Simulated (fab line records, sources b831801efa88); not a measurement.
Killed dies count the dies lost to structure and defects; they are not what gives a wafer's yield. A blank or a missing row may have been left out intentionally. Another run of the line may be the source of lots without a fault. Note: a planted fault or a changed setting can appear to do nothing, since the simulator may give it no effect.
Check of tool commonality | flow sky130 | Sampled: 11 lots, 33 wafers

== WHY THIS WAS OPENED ==
At SKY_VIA4_THK_MEAS_01 the reading VIA4_HDPCVD_THK is flagged on 3 of 11 lots. No-fault wafers: 1763 nm, standard deviation 18.
Rule: flag the lot when none of its wafers has a number, or when each of its wafers that has one lies beyond 4 standard deviations from that mean. As for the other lots, they are considered sound.

lot  | measured     | on            | VIA4_HDPCVD_THK (nm), wafer by wafer | flag
L952 | day 41 07:34 | film_metro-04 | 1741 1722 1736                       |
L953 | day 41 12:11 | film_metro-02 | 1727 1751 1747                       |
L954 | day 42 10:39 | film_metro-03 | 1767 1768 1768                       |
L956 | day 44 02:35 | film_metro-02 | 1760 1750 1762                       |
L959 | day 44 17:20 | film_metro-03 | 1748 1773 1786                       |
L968 | day 46 13:39 | film_metro-02 | 1604 1570 1599                       | FLAGGED
L966 | day 46 15:19 | film_metro-02 | 1594 1566 1576                       | FLAGGED
L970 | day 46 22:25 | film_metro-03 | 1762 1789 1777                       |
L971 | day 47 03:30 | film_metro-03 | 1564 1561 1588                       | FLAGGED
L974 | day 47 16:40 | film_metro-02 | 1782 1770 1782                       |
L973 | day 47 18:48 | film_metro-04 | 1814 1793 1795                       |
On average the flagged lots' numbers are 1580 nm, which is -183 nm against the usual, or -10 standard deviations.

== WHICH TOOL RAN EACH LOT ==
2 process steps preceding the reading are held in the record, out of 708 steps in the route. Each cell gives the tool, then ch followed by the chambers the sampled wafers passed through, then the start.
lot  | flag    | SKY_VIA2_SPUTTER_20          | SKY_VIA4_HDPCVD_00
L952 |         | pvd_sputter-04, day 35 20:07 | hdpcvd-01 ch 1,2, day 41 07:23
L953 |         | pvd_sputter-01, day 35 23:21 | hdpcvd-02 ch 0,1,2, day 41 12:00
L954 |         | pvd_sputter-01, day 36 23:48 | hdpcvd-02 ch 0,1, day 42 10:28
L956 |         | pvd_sputter-04, day 38 21:44 | hdpcvd-02 ch 0,1, day 44 02:24
L959 |         | pvd_sputter-01, day 39 15:53 | hdpcvd-02 ch 0,1,2, day 44 17:08
L968 | FLAGGED | pvd_sputter-04, day 41 15:23 | hdpcvd-02 ch 0,1,2, day 46 13:28
L966 | FLAGGED | pvd_sputter-01, day 41 16:58 | hdpcvd-02 ch 0,1,2, day 46 15:08
L970 |         | pvd_sputter-04, day 42 05:52 | hdpcvd-01 ch 1,2, day 46 22:14
L971 | FLAGGED | pvd_sputter-04, day 42 10:42 | hdpcvd-02 ch 0,1,2, day 47 03:19
L974 |         | pvd_sputter-03, day 42 20:27 | hdpcvd-01 ch 1,2, day 47 16:28
L973 |         | pvd_sputter-01, day 43 00:58 | hdpcvd-01 ch 0,1,2, day 47 18:36
What is done by these steps:
- SKY_VIA2_SPUTTER_20: material TiN, target thk 20 nm, time 80 s.
- SKY_VIA4_HDPCVD_00: deposits SiO2, target thk 1750 nm, time 291.7 s.
- SKY_VIA4_THK_MEAS_01

== FLAGGED OVER TOTAL, TOOL BY TOOL (the gauges that took the reading come last) ==
step                 | tool           | lots run | flagged | share of the flagged lots | sound lots run after its first flagged lot
SKY_VIA2_SPUTTER_20  | pvd_sputter-01 | 5        | 1       | some                      | 1 (L973)
SKY_VIA2_SPUTTER_20  | pvd_sputter-03 | 1        | 0       | none                      | -
SKY_VIA2_SPUTTER_20  | pvd_sputter-04 | 5        | 2       | some                      | 1 (L970)
SKY_VIA4_HDPCVD_00   | hdpcvd-01      | 4        | 0       | none                      | -
SKY_VIA4_HDPCVD_00   | hdpcvd-02      | 7        | 3       | all                       | 0
SKY_VIA4_THK_MEAS_01 | film_metro-02  | 5        | 2       | some                      | 1 (L974)
SKY_VIA4_THK_MEAS_01 | film_metro-03  | 4        | 1       | some                      | 0
SKY_VIA4_THK_MEAS_01 | film_metro-04  | 2        | 0       | none                      | -

== WHAT THE TABLE ALLOWS ==
In the table, 1 row covers all flagged lots: hdpcvd-02 at SKY_VIA4_HDPCVD_00.
- hdpcvd-02 at SKY_VIA4_HDPCVD_00: 3 of its 7 lots flagged. Last sound lot L959 at day 44 17:08, first flagged lot L968 at day 46 13:28; a fault beginning in between fits.
Just one tool remains: hdpcvd-02 at SKY_VIA4_HDPCVD_00.

== WHAT THE SIMULATOR HAD INSERTED ==
Site profile drift: hdpcvd-02, from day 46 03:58 on, at SKY_VIA4_HDPCVD_00. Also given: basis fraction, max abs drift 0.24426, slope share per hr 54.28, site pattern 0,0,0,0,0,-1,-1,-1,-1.
Struck lots among those shown: L968, L966, L971. The same result came from the rule above.
